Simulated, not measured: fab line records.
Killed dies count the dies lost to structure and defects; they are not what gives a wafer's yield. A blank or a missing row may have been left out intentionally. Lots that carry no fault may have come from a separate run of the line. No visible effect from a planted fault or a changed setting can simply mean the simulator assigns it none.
Struck lot and sound lot, side by side | flow sky130 | 18 out of 708 route steps
Sound: wafers L310.2, L310.4, L310.6. Wafers struck: L313.1, L313.5, L313.6. The cause is named last.
Per side, at each step with rows, come the tool, then ch with its chambers, and then its first start. Under that, the readings that differ: sound wafers | struck wafers | difference of the means | sigmas: that difference in standard deviations of wafers without a fault.
alike: readings with means less than 2 such deviations apart, plus words and numbers identical on both sides. not compared: withheld readings, readings lacking a value on some wafer, bounds such as >300 that could conceal the same value, and numbers that have no deviation in the record and whose values overlap.
A row with sigmas, a row that says differs or no value, or rows on one side alone: a step with any of these is where the two part. Numbers that don't overlap but have no deviation are shown without sigmas and don't part them. A reading that every wafer of one side lacks parts them only if that side has two wafers or more.

first, 4 steps without rows for these wafers: SKY_PWDE_SOFTBAKE_03; SKY_PWDE_EXPOSE_04 (exposes mask PWDEM, target cd 840 nm); SKY_PWDE_PEB_05; SKY_PWDE_DEVELOP_06 (develop time 60 s).
SKY_PWDE_OVL_MEAS_07:
  struck on overlay-01, day 5 06:14; sound on overlay-02, day 4 12:07
  alike: PWDE_OVL
then, 1 step without rows for these wafers: SKY_PWDE_IMPLANT_08.
SKY_PWDE_STRIP_09: strips in O2/N2.
  sound on plasma-asher-02 ch 0, day 4 12:18; struck on plasma-asher-03 ch 0,1, day 5 06:25
  alike: chamber-pressure-mTorr, drypump-motor-current-A, oes-product-au, strip-time-to-endpoint-s
  not compared: rf-hours-counter-h
SKY_PWDE_TW_MEAS_10:
  struck on film-metro-01, day 5 06:31; sound on film-metro-01, day 4 12:25
  alike: PWDE_TW
then, 4 steps without rows for these wafers: SKY_NWELL_DEHYDRATE_03 (time 60 s); SKY_NWELL_HMDS_04 (prime time 60 s); SKY_NWELL_COAT_05 (resist thk 3000 nm); SKY_NWELL_SOFTBAKE_06.
SKY_NWELL_EXPOSE_07: exposes mask NWM, target cd 840 nm.
  sound on iline-stepper-02 ch 0, day 4 21:25; struck on iline-stepper-01 ch 0, day 5 15:44
  reading                       | sound                   | struck            | difference | sigmas
  model.NWELL.overlay-x-nm (nm) | -0.9835 -0.9835 -0.9835 | 169.9 169.9 169.9 | +170.9     |
  alike: mask
then, 2 steps without rows for these wafers: SKY_NWELL_PEB_08; SKY_NWELL_DEVELOP_09 (develop time 60 s).
SKY_NWELL_OVL_MEAS_10:
  struck on overlay-02, day 5 23:59; sound on overlay-01, day 5 05:44
  reading           | sound          | struck            | difference | sigmas
  NWELL_00_OVL (nm) | -0.9 -1.0 -1.5 | 171.5 169.9 170.5 | +171.8     | +99 or more
then, 1 step without rows for these wafers: SKY_NWELL_IMPLANT_11.
-- the record jumps here: 41 days lie between the struck wafers' starts before and after (it left off in module NWELL and takes up again in module PAD_OPEN, whose first step shown is number 708 of the route) --
SKY_PAD_OPEN_PROBE_99:
  struck on prober-02, day 47 08:42; sound on prober-01, day 46 08:57
  alike: killed_at_M0_to_M3, killed_at_M4_up, killed-at-contacts, killed-at-front-end, killed-at-other, killed-dies, killed-open, killed-short

## WHERE THEY PART
Only at SKY_NWELL_OVL_MEAS_10, within this record. Later steps at which nothing parts them and some readings are alike: SKY_PAD_OPEN_PROBE_99.

WHY: what had been put in by the simulator
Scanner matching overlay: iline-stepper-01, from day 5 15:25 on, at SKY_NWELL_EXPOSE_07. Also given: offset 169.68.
